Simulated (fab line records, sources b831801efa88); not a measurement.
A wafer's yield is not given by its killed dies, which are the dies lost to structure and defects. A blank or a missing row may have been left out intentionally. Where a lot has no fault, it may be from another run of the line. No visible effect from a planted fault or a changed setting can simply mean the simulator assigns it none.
Chamber matching / flow gf180mcu / pecvd-03 running GF_PASSIVATION_CVD_00: 3 sister chambers
The step deposits SiO2 from TEOS, target thk 1000 nm, time 111.95 s. 3 wafers are shown with their chamber, then 9 later ones without.

## WAFERS, EACH WITH ITS CHAMBER
wafer=L087.5; chamber=2; heaterPowerOuterW (W)=334
wafer=L090.2; chamber=1; heaterPowerOuterW (W)=367
wafer=L090.6; chamber=0; heaterPowerOuterW (W)=366

## WAFERS MISSING THEIR CHAMBER
wafer=L092.1; heaterPowerOuterW (W)=273
wafer=L092.2; heaterPowerOuterW (W)=392
wafer=L092.4; heaterPowerOuterW (W)=423
wafer=L093.3; heaterPowerOuterW (W)=412
wafer=L093.5; heaterPowerOuterW (W)=395
wafer=L093.6; heaterPowerOuterW (W)=311
wafer=L097.1; heaterPowerOuterW (W)=431
wafer=L097.2; heaterPowerOuterW (W)=394
wafer=L097.4; heaterPowerOuterW (W)=323

## WHICH CHAMBER EACH ONE RAN IN
wafer=L092.1; from the rows above=can't be placed: 2 or 0 or 1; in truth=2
wafer=L092.2; from the rows above=can't be placed: 1 or 0 or 2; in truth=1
wafer=L092.4; from the rows above=can't be placed: 1 or 0 or 2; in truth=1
wafer=L093.3; from the rows above=can't be placed: 1 or 0 or 2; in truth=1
wafer=L093.5; from the rows above=can't be placed: 1 or 0 or 2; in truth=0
wafer=L093.6; from the rows above=can't be placed: 2 or 0 or 1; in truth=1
wafer=L097.1; from the rows above=can't be placed: 1 or 0 or 2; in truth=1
wafer=L097.2; from the rows above=can't be placed: 1 or 0 or 2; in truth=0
wafer=L097.4; from the rows above=can't be placed: 2 or 0 or 1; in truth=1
Correctly placed: 0 of 9. From these rows, 9 cannot be placed; in 9 the true chamber is one of the candidates. Placed wrongly: 0.
How it was worked out, from the rows above alone: a wafer's distance from a chamber is the root of the sum, over the readings, of the square of ((its reading less the chamber's mean) divided by the reading's scatter). The wafer belongs to the nearest chamber; if the next one is less than 2 further off, it can't be placed. For every chamber, the mean is computed from those of its wafers that are shown. The scatter: with one shown wafer a chamber, the root of the mean of the squares of how far each hidden wafer lies from its nearest shown one.
